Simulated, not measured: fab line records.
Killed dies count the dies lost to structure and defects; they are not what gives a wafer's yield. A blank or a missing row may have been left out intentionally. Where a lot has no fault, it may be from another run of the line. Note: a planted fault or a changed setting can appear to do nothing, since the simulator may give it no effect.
Which tool did it? / flow gf180mcu / 24 lots with 72 wafers sampled at 5 steps, on a route of 602 steps

== WHAT THE GAUGES SHOWED, per wafer ==
GF_V3_THK_MEAS_25: measures by xrf. Usual: V3_W_THK gives 353 nm (standard deviation 5.7).
lot=L074; measured=day 22 12:44; on=film metro-03; V3_W_THK (nm)=345 345 345; flag=
lot=L075; measured=day 22 18:00; on=film metro-04; V3_W_THK (nm)=359 353 361; flag=
lot=L076; measured=day 22 23:26; on=film metro-03; V3_W_THK (nm)=354 353 352; flag=
lot=L077; measured=day 23 08:22; on=film metro-04; V3_W_THK (nm)=357 353 353; flag=
lot=L078; measured=day 23 09:54; on=film metro-04; V3_W_THK (nm)=352 355 355; flag=
lot=L079; measured=day 24 02:09; on=film metro-04; V3_W_THK (nm)=356 352 356; flag=
lot=L080; measured=day 24 13:20; on=film metro-03; V3_W_THK (nm)=354 354 353; flag=
lot=L081; measured=day 25 03:07; on=film metro-04; V3_W_THK (nm)=359 359 359; flag=
lot=L082; measured=day 25 13:27; on=film metro-03; V3_W_THK (nm)=343 346 342; flag=
lot=L083; measured=day 25 18:54; on=film metro-04; V3_W_THK (nm)=364 364 367; flag=
lot=L084; measured=day 26 03:18; on=film metro-01; V3_W_THK (nm)=355 356 356; flag=
lot=L085; measured=day 26 15:46; on=film metro-03; V3_W_THK (nm)=354 354 353; flag=
lot=L086; measured=day 26 21:19; on=film metro-03; V3_W_THK (nm)=353 349 356; flag=
lot=L087; measured=day 27 11:38; on=film metro-01; V3_W_THK (nm)=358 357 358; flag=
lot=L088; measured=day 27 16:44; on=film metro-01; V3_W_THK (nm)=360 361 362; flag=
lot=L090; measured=day 27 20:56; on=film metro-03; V3_W_THK (nm)=348 352 354; flag=
lot=L089; measured=day 28 06:26; on=film metro-01; V3_W_THK (nm)=351 348 353; flag=
lot=L091; measured=day 28 05:07; on=film metro-03; V3_W_THK (nm)=353 350 349; flag=
lot=L092; measured=day 28 11:40; on=film metro-03; V3_W_THK (nm)=348 349 351; flag=
lot=L093; measured=day 28 20:24; on=film metro-03; V3_W_THK (nm)=346 346 351; flag=
lot=L094; measured=day 29 00:01; on=film metro-03; V3_W_THK (nm)=348 347 345; flag=
lot=L095; measured=day 29 01:18; on=film metro-03; V3_W_THK (nm)=351 351 354; flag=
lot=L096; measured=day 29 11:53; on=film metro-03; V3_W_THK (nm)=349 353 349; flag=
lot=L097; measured=day 29 22:58; on=film metro-01; V3_W_THK (nm)=361 357 353; flag=

GF_M4_RS_MEAS_05: uses a four-point probe to measure. Usual: M4_ALCU_RS gives 0.0692 ohm/sq (standard deviation 0.00092).
lot=L074; measured=day 22 13:20; on=film metro-01; M4_ALCU_RS (ohm/sq)=0.0696 0.0697 0.0690; flag=
lot=L075; measured=day 26 00:55; on=film metro-04; M4_ALCU_RS (ohm/sq)=0.0708 0.0691 0.0685; flag=
lot=L076; measured=day 23 00:01; on=film metro-01; M4_ALCU_RS (ohm/sq)=0.0676 0.0684 0.0688; flag=
lot=L077; measured=day 23 08:58; on=film metro-02; M4_ALCU_RS (ohm/sq)=0.0685 0.0689 0.0696; flag=
lot=L078; measured=day 23 10:29; on=film metro-04; M4_ALCU_RS (ohm/sq)=0.0694 0.0692 0.0679; flag=
lot=L079; measured=day 24 02:44; on=film metro-04; M4_ALCU_RS (ohm/sq)=0.0695 0.0695 0.0687; flag=
lot=L080; measured=day 24 13:56; on=film metro-02; M4_ALCU_RS (ohm/sq)=0.0690 0.0690 0.0695; flag=
lot=L081; measured=day 25 03:44; on=film metro-01; M4_ALCU_RS (ohm/sq)=0.0691 0.0684 0.0685; flag=
lot=L082; measured=day 25 14:04; on=film metro-04; M4_ALCU_RS (ohm/sq)=0.0705 0.0693 0.0693; flag=
lot=L083; measured=day 25 19:32; on=film metro-02; M4_ALCU_RS (ohm/sq)=0.0694 0.0695 0.0692; flag=
lot=L084; measured=day 26 03:53; on=film metro-01; M4_ALCU_RS (ohm/sq)=0.0697 0.0712 0.0708; flag=
lot=L085; measured=day 26 16:22; on=film metro-01; M4_ALCU_RS (ohm/sq)=0.0699 0.0684 0.0696; flag=
lot=L086; measured=day 26 21:55; on=film metro-04; M4_ALCU_RS (ohm/sq)=0.0688 0.0692 0.0709; flag=
lot=L087; measured=day 27 12:13; on=film metro-04; M4_ALCU_RS (ohm/sq)=0.0683 0.0681 0.0684; flag=
lot=L088; measured=day 27 17:19; on=film metro-01; M4_ALCU_RS (ohm/sq)=0.0711 0.0700 0.0707; flag=
lot=L090; measured=day 27 21:31; on=film metro-01; M4_ALCU_RS (ohm/sq)=0.0692 0.0685 0.0698; flag=
lot=L089; measured=day 28 07:01; on=film metro-01; M4_ALCU_RS (ohm/sq)=0.0678 0.0686 0.0687; flag=
lot=L091; measured=day 28 05:42; on=film metro-02; M4_ALCU_RS (ohm/sq)=0.0704 0.0688 0.0702; flag=
lot=L092; measured=day 28 12:16; on=film metro-01; M4_ALCU_RS (ohm/sq)=0.0692 0.0697 0.0696; flag=
lot=L093; measured=day 28 20:59; on=film metro-02; M4_ALCU_RS (ohm/sq)=0.0688 0.0675 0.0668; flag=
lot=L094; measured=day 29 00:35; on=film metro-01; M4_ALCU_RS (ohm/sq)=0.0705 0.0688 0.0707; flag=
lot=L095; measured=day 29 01:53; on=film metro-02; M4_ALCU_RS (ohm/sq)=0.0677 0.0705 0.0685; flag=
lot=L096; measured=day 29 12:40; on=film metro-02; M4_ALCU_RS (ohm/sq)=0.0696 0.0686 0.0699; flag=
lot=L097; measured=day 29 23:32; on=film metro-01; M4_ALCU_RS (ohm/sq)=0.0684 0.0699 0.0696; flag=

== EACH LOT AND THE TOOL THAT RAN IT (in order: tool; ch and the chambers of the sampled wafers; start) ==
lot=L074; GF_POLY_GATE_ETCH_12=rie diel-01 ch 1,2,3, day 9 09:11; GF_HV_LDD_STRIP_10=plasma asher-04 ch 0,1, day 10 05:21; GF_M2_SPUTTER_00=pvd sputter-01, day 18 07:24
lot=L075; GF_POLY_GATE_ETCH_12=rie diel-02 ch 2,3, day 9 09:52; GF_HV_LDD_STRIP_10=plasma asher-01 ch 0,1, day 10 05:58; GF_M2_SPUTTER_00=pvd sputter-01, day 18 12:04
lot=L076; GF_POLY_GATE_ETCH_12=rie diel-01 ch 1,2, day 9 15:31; GF_HV_LDD_STRIP_10=plasma asher-04 ch 0,1, day 10 10:52; GF_M2_SPUTTER_00=pvd sputter-03, day 18 17:16
lot=L077; GF_POLY_GATE_ETCH_12=rie diel-04 ch 0,2, day 9 20:31; GF_HV_LDD_STRIP_10=plasma asher-02 ch 0,1, day 10 15:25; GF_M2_SPUTTER_00=pvd sputter-01, day 19 03:12
lot=L078; GF_POLY_GATE_ETCH_12=rie diel-04 ch 0,1,3, day 10 02:01; GF_HV_LDD_STRIP_10=plasma asher-04 ch 0,1, day 10 21:44; GF_M2_SPUTTER_00=pvd sputter-01, day 19 06:05
lot=L079; GF_POLY_GATE_ETCH_12=rie diel-02 ch 0,2,3, day 10 14:22; GF_HV_LDD_STRIP_10=plasma asher-02 ch 0,1, day 11 11:01; GF_M2_SPUTTER_00=pvd sputter-03, day 19 23:05
lot=L080; GF_POLY_GATE_ETCH_12=rie diel-02 ch 1,2,3, day 10 22:46; GF_HV_LDD_STRIP_10=plasma asher-01 ch 0,1, day 11 19:26; GF_M2_SPUTTER_00=pvd sputter-03, day 20 11:07
lot=L081; GF_POLY_GATE_ETCH_12=rie diel-02 ch 1,2,3, day 11 10:52; GF_HV_LDD_STRIP_10=plasma asher-04 ch 0,1, day 12 07:10; GF_M2_SPUTTER_00=pvd sputter-01, day 21 01:50
lot=L082; GF_POLY_GATE_ETCH_12=rie diel-04 ch 0,2, day 11 21:28; GF_HV_LDD_STRIP_10=plasma asher-01 ch 0,1, day 12 18:55; GF_M2_SPUTTER_00=pvd sputter-03, day 21 14:14
lot=L083; GF_POLY_GATE_ETCH_12=rie diel-04 ch 1,3, day 11 23:25; GF_HV_LDD_STRIP_10=plasma asher-02 ch 0,1, day 12 20:07; GF_M2_SPUTTER_00=pvd sputter-01, day 21 19:09
lot=L084; GF_POLY_GATE_ETCH_12=rie diel-01 ch 2,3, day 12 10:16; GF_HV_LDD_STRIP_10=plasma asher-04 ch 0,1, day 13 06:55; GF_M2_SPUTTER_00=pvd sputter-01, day 22 05:25
lot=L085; GF_POLY_GATE_ETCH_12=rie diel-04 ch 0,3, day 12 20:46; GF_HV_LDD_STRIP_10=plasma asher-02 ch 0, day 13 18:40; GF_M2_SPUTTER_00=pvd sputter-02, day 22 18:32
lot=L086; GF_POLY_GATE_ETCH_12=rie diel-02 ch 1,2, day 13 03:10; GF_HV_LDD_STRIP_10=plasma asher-01 ch 0,1, day 14 01:38; GF_M2_SPUTTER_00=pvd sputter-02, day 23 02:53
lot=L087; GF_POLY_GATE_ETCH_12=rie diel-01 ch 1,2, day 13 14:22; GF_HV_LDD_STRIP_10=plasma asher-02 ch 0,1, day 14 12:25; GF_M2_SPUTTER_00=pvd sputter-02, day 23 16:45
lot=L088; GF_POLY_GATE_ETCH_12=rie diel-01 ch 0,1,2, day 13 16:40; GF_HV_LDD_STRIP_10=plasma asher-01 ch 1, day 14 15:43; GF_M2_SPUTTER_00=pvd sputter-02, day 23 22:28
lot=L090; GF_POLY_GATE_ETCH_12=rie diel-02 ch 1,3, day 14 01:25; GF_HV_LDD_STRIP_10=plasma asher-02 ch 0,1, day 15 00:25; GF_M2_SPUTTER_00=pvd sputter-03, day 24 03:04
lot=L089; GF_POLY_GATE_ETCH_12=rie diel-01 ch 0,1,3, day 14 05:40; GF_HV_LDD_STRIP_10=plasma asher-01 ch 0,1, day 15 03:55; GF_M2_SPUTTER_00=pvd sputter-02, day 24 14:16
lot=L091; GF_POLY_GATE_ETCH_12=rie diel-01 ch 1,2,3, day 14 08:49; GF_HV_LDD_STRIP_10=plasma asher-01 ch 0,1, day 15 07:04; GF_M2_SPUTTER_00=pvd sputter-02, day 24 12:04
lot=L092; GF_POLY_GATE_ETCH_12=rie diel-02 ch 0,2,3, day 14 16:10; GF_HV_LDD_STRIP_10=plasma asher-02 ch 0,1, day 15 18:58; GF_M2_SPUTTER_00=pvd sputter-02, day 24 20:58
lot=L093; GF_POLY_GATE_ETCH_12=rie diel-02 ch 1,2, day 14 23:58; GF_HV_LDD_STRIP_10=plasma asher-04 ch 0,1, day 16 02:19; GF_M2_SPUTTER_00=pvd sputter-02, day 25 04:58
lot=L094; GF_POLY_GATE_ETCH_12=rie diel-02 ch 1,3, day 15 06:37; GF_HV_LDD_STRIP_10=plasma asher-01 ch 0,1, day 16 06:28; GF_M2_SPUTTER_00=pvd sputter-03, day 25 10:48
lot=L095; GF_POLY_GATE_ETCH_12=rie diel-01 ch 1,2,3, day 15 09:28; GF_HV_LDD_STRIP_10=plasma asher-04 ch 0,1, day 16 10:13; GF_M2_SPUTTER_00=pvd sputter-03, day 25 11:24
lot=L096; GF_POLY_GATE_ETCH_12=rie diel-04 ch 1,2,3, day 15 21:40; GF_HV_LDD_STRIP_10=plasma asher-02 ch 0,1, day 16 21:43; GF_M2_SPUTTER_00=pvd sputter-02, day 25 22:49
lot=L097; GF_POLY_GATE_ETCH_12=rie diel-04 ch 0,1,3, day 16 04:46; GF_HV_LDD_STRIP_10=plasma asher-01 ch 0,1, day 17 04:58; GF_M2_SPUTTER_00=pvd sputter-02, day 26 11:02
- GF_POLY_GATE_ETCH_12: etches BARC in N2/H2.
- GF_HV_LDD_STRIP_10: strips in O2/N2.
- GF_M2_SPUTTER_00: material Ti, target thk 37.5 nm, time 150 s.

== WHAT THE TOOLS THEMSELVES READ (means of the sampled wafers that have a number; where no wafer has one, the mark that the record gives instead) ==
GF_POLY_GATE_ETCH_12. Usual: drypump motor current A 6.0 A, standard deviation 0.34; oes product au 0.735 a.u., standard deviation 0.0046; throttle valve pct 13.215 %, standard deviation 0.0094.
lot=L074; tool=rie diel-01; drypump motor current A (A)=5.9; oes product au (a.u.)=0.737; throttle valve pct (%)=13.224; flag=
lot=L075; tool=rie diel-02; drypump motor current A (A)=6.1; oes product au (a.u.)=0.730; throttle valve pct (%)=13.208; flag=
lot=L076; tool=rie diel-01; drypump motor current A (A)=6.0; oes product au (a.u.)=0.729; throttle valve pct (%)=13.224; flag=
lot=L077; tool=rie diel-04; drypump motor current A (A)=6.1; oes product au (a.u.)=0.737; throttle valve pct (%)=13.217; flag=
lot=L078; tool=rie diel-04; drypump motor current A (A)=5.8; oes product au (a.u.)=0.734; throttle valve pct (%)=13.217; flag=
lot=L079; tool=rie diel-02; drypump motor current A (A)=5.9; oes product au (a.u.)=0.732; throttle valve pct (%)=13.222; flag=
lot=L080; tool=rie diel-02; drypump motor current A (A)=6.4; oes product au (a.u.)=0.736; throttle valve pct (%)=13.214; flag=
lot=L081; tool=rie diel-02; drypump motor current A (A)=6.3; oes product au (a.u.)=0.740; throttle valve pct (%)=13.215; flag=
lot=L082; tool=rie diel-04; drypump motor current A (A)=6.1; oes product au (a.u.)=0.736; throttle valve pct (%)=13.220; flag=
lot=L083; tool=rie diel-04; drypump motor current A (A)=5.8; oes product au (a.u.)=0.740; throttle valve pct (%)=13.216; flag=
lot=L084; tool=rie diel-01; drypump motor current A (A)=5.9; oes product au (a.u.)=0.735; throttle valve pct (%)=13.212; flag=
lot=L085; tool=rie diel-04; drypump motor current A (A)=5.9; oes product au (a.u.)=0.735; throttle valve pct (%)=13.208; flag=
lot=L086; tool=rie diel-02; drypump motor current A (A)=6.4; oes product au (a.u.)=0.737; throttle valve pct (%)=13.214; flag=
lot=L087; tool=rie diel-01; drypump motor current A (A)=6.0; oes product au (a.u.)=0.735; throttle valve pct (%)=13.211; flag=
lot=L088; tool=rie diel-01; drypump motor current A (A)=6.0; oes product au (a.u.)=0.737; throttle valve pct (%)=13.219; flag=
lot=L090; tool=rie diel-02; drypump motor current A (A)=6.3; oes product au (a.u.)=0.734; throttle valve pct (%)=13.210; flag=
lot=L089; tool=rie diel-01; drypump motor current A (A)=6.0; oes product au (a.u.)=0.738; throttle valve pct (%)=13.212; flag=
lot=L091; tool=rie diel-01; drypump motor current A (A)=6.0; oes product au (a.u.)=0.730; throttle valve pct (%)=13.217; flag=
lot=L092; tool=rie diel-02; drypump motor current A (A)=5.9; oes product au (a.u.)=0.735; throttle valve pct (%)=13.215; flag=
lot=L093; tool=rie diel-02; drypump motor current A (A)=6.4; oes product au (a.u.)=0.732; throttle valve pct (%)=13.219; flag=
lot=L094; tool=rie diel-02; drypump motor current A (A)=6.2; oes product au (a.u.)=0.736; throttle valve pct (%)=13.220; flag=
lot=L095; tool=rie diel-01; drypump motor current A (A)=5.9; oes product au (a.u.)=0.737; throttle valve pct (%)=13.219; flag=
lot=L096; tool=rie diel-04; drypump motor current A (A)=5.8; oes product au (a.u.)=0.737; throttle valve pct (%)=13.213; flag=
lot=L097; tool=rie diel-04; drypump motor current A (A)=5.8; oes product au (a.u.)=0.733; throttle valve pct (%)=13.212; flag=

GF_HV_LDD_STRIP_10. Usual: drypump motor current A 5.7 A, standard deviation 0.38; heater power w 336 W, standard deviation 23; oes product au 0.716 a.u., standard deviation 0.0044; strip time to endpoint s 12.63 s, standard deviation 0.051.
lot=L074; tool=plasma asher-04; drypump motor current A (A)=5.4; heater power w (W)=321; oes product au (a.u.)=0.717; strip time to endpoint s (s)=12.64; flag=
lot=L075; tool=plasma asher-01; drypump motor current A (A)=5.8; heater power w (W)=347; oes product au (a.u.)=0.717; strip time to endpoint s (s)=12.56; flag=
lot=L076; tool=plasma asher-04; drypump motor current A (A)=5.7; heater power w (W)=309; oes product au (a.u.)=0.718; strip time to endpoint s (s)=12.62; flag=
lot=L077; tool=plasma asher-02; drypump motor current A (A)=5.7; heater power w (W)=333; oes product au (a.u.)=0.720; strip time to endpoint s (s)=12.70; flag=
lot=L078; tool=plasma asher-04; drypump motor current A (A)=5.7; heater power w (W)=307; oes product au (a.u.)=0.716; strip time to endpoint s (s)=12.68; flag=
lot=L079; tool=plasma asher-02; drypump motor current A (A)=5.7; heater power w (W)=329; oes product au (a.u.)=0.715; strip time to endpoint s (s)=12.65; flag=
lot=L080; tool=plasma asher-01; drypump motor current A (A)=5.9; heater power w (W)=349; oes product au (a.u.)=0.714; strip time to endpoint s (s)=12.63; flag=
lot=L081; tool=plasma asher-04; drypump motor current A (A)=5.3; heater power w (W)=322; oes product au (a.u.)=0.719; strip time to endpoint s (s)=12.67; flag=
lot=L082; tool=plasma asher-01; drypump motor current A (A)=5.8; heater power w (W)=349; oes product au (a.u.)=0.717; strip time to endpoint s (s)=12.59; flag=
lot=L083; tool=plasma asher-02; drypump motor current A (A)=5.5; heater power w (W)=351; oes product au (a.u.)=0.715; strip time to endpoint s (s)=12.60; flag=
lot=L084; tool=plasma asher-04; drypump motor current A (A)=5.4; heater power w (W)=324; oes product au (a.u.)=0.717; strip time to endpoint s (s)=12.59; flag=
lot=L085; tool=plasma asher-02; drypump motor current A (A)=5.2; heater power w (W)=367; oes product au (a.u.)=0.716; strip time to endpoint s (s)=12.58; flag=
lot=L086; tool=plasma asher-01; drypump motor current A (A)=5.8; heater power w (W)=346; oes product au (a.u.)=0.711; strip time to endpoint s (s)=12.64; flag=
lot=L087; tool=plasma asher-02; drypump motor current A (A)=5.7; heater power w (W)=327; oes product au (a.u.)=0.713; strip time to endpoint s (s)=12.63; flag=
lot=L088; tool=plasma asher-01; drypump motor current A (A)=6.1; heater power w (W)=351; oes product au (a.u.)=0.718; strip time to endpoint s (s)=12.51; flag=
lot=L090; tool=plasma asher-02; drypump motor current A (A)=5.7; heater power w (W)=335; oes product au (a.u.)=0.713; strip time to endpoint s (s)=12.65; flag=
lot=L089; tool=plasma asher-01; drypump motor current A (A)=5.8; heater power w (W)=352; oes product au (a.u.)=0.722; strip time to endpoint s (s)=12.66; flag=
lot=L091; tool=plasma asher-01; drypump motor current A (A)=5.8; heater power w (W)=346; oes product au (a.u.)=0.717; strip time to endpoint s (s)=12.60; flag=
lot=L092; tool=plasma asher-02; drypump motor current A (A)=5.5; heater power w (W)=348; oes product au (a.u.)=0.716; strip time to endpoint s (s)=12.67; flag=
lot=L093; tool=plasma asher-04; drypump motor current A (A)=5.4; heater power w (W)=324; oes product au (a.u.)=0.716; strip time to endpoint s (s)=12.59; flag=
lot=L094; tool=plasma asher-01; drypump motor current A (A)=5.8; heater power w (W)=347; oes product au (a.u.)=0.715; strip time to endpoint s (s)=12.66; flag=
lot=L095; tool=plasma asher-04; drypump motor current A (A)=5.7; heater power w (W)=313; oes product au (a.u.)=0.721; strip time to endpoint s (s)=12.70; flag=
lot=L096; tool=plasma asher-02; drypump motor current A (A)=5.7; heater power w (W)=329; oes product au (a.u.)=0.712; strip time to endpoint s (s)=12.68; flag=
lot=L097; tool=plasma asher-01; drypump motor current A (A)=5.9; heater power w (W)=344; oes product au (a.u.)=0.715; strip time to endpoint s (s)=12.56; flag=

GF_M2_SPUTTER_00. Usual: cathode dc power W 3999.9 W, standard deviation 0.65; throttle valve pct 30.4 %, standard deviation 0.87.
lot=L074; tool=pvd sputter-01; cathode dc power W (W)=3999.5; throttle valve pct (%)=30.1; flag=
lot=L075; tool=pvd sputter-01; cathode dc power W (W)=4000.3; throttle valve pct (%)=30.1; flag=
lot=L076; tool=pvd sputter-03; cathode dc power W (W)=4000.1; throttle valve pct (%)=30.7; flag=
lot=L077; tool=pvd sputter-01; cathode dc power W (W)=3999.4; throttle valve pct (%)=29.2; flag=
lot=L078; tool=pvd sputter-01; cathode dc power W (W)=4000.1; throttle valve pct (%)=29.2; flag=
lot=L079; tool=pvd sputter-03; cathode dc power W (W)=3999.9; throttle valve pct (%)=31.1; flag=
lot=L080; tool=pvd sputter-03; cathode dc power W (W)=4000.0; throttle valve pct (%)=31.2; flag=
lot=L081; tool=pvd sputter-01; cathode dc power W (W)=3999.6; throttle valve pct (%)=30.5; flag=
lot=L082; tool=pvd sputter-03; cathode dc power W (W)=4000.1; throttle valve pct (%)=30.0; flag=
lot=L083; tool=pvd sputter-01; cathode dc power W (W)=3999.5; throttle valve pct (%)=29.0; flag=
lot=L084; tool=pvd sputter-01; cathode dc power W (W)=3999.8; throttle valve pct (%)=29.2; flag=
lot=L085; tool=pvd sputter-02; cathode dc power W (W)=3999.7; throttle valve pct (%)=30.7; flag=
lot=L086; tool=pvd sputter-02; cathode dc power W (W)=3999.2; throttle valve pct (%)=30.9; flag=
lot=L087; tool=pvd sputter-02; cathode dc power W (W)=4000.4; throttle valve pct (%)=30.7; flag=
lot=L088; tool=pvd sputter-02; cathode dc power W (W)=4000.2; throttle valve pct (%)=30.8; flag=
lot=L090; tool=pvd sputter-03; cathode dc power W (W)=3999.4; throttle valve pct (%)=30.5; flag=
lot=L089; tool=pvd sputter-02; cathode dc power W (W)=3999.8; throttle valve pct (%)=30.9; flag=
lot=L091; tool=pvd sputter-02; cathode dc power W (W)=3999.6; throttle valve pct (%)=30.7; flag=
lot=L092; tool=pvd sputter-02; cathode dc power W (W)=4000.1; throttle valve pct (%)=30.7; flag=
lot=L093; tool=pvd sputter-02; cathode dc power W (W)=4000.2; throttle valve pct (%)=30.6; flag=
lot=L094; tool=pvd sputter-03; cathode dc power W (W)=4000.4; throttle valve pct (%)=30.5; flag=
lot=L095; tool=pvd sputter-03; cathode dc power W (W)=4000.0; throttle valve pct (%)=30.5; flag=
lot=L096; tool=pvd sputter-02; cathode dc power W (W)=4000.2; throttle valve pct (%)=30.7; flag=
lot=L097; tool=pvd sputter-02; cathode dc power W (W)=3999.4; throttle valve pct (%)=30.7; flag=

== THE ANSWER, worked out from the rows above alone ==
Rule: a lot is off if the mean of its wafers that have a number lies more than 3 standard deviations from the usual mean. A lot without any number at a reading at which 4 lots or more have one is off too. The other lots that the step has rows for count as sound. The gauges are gone through in route order, then the tools' own readings, and for those a lot's mean is taken as printed above. The first step at which some lot is off is used, and at that step the reading that is off furthest; a lot without a number counts as furthest.
None of the lots is off at any reading shown; this tells nothing.

== WHAT THE SIMULATOR PUT IN ==
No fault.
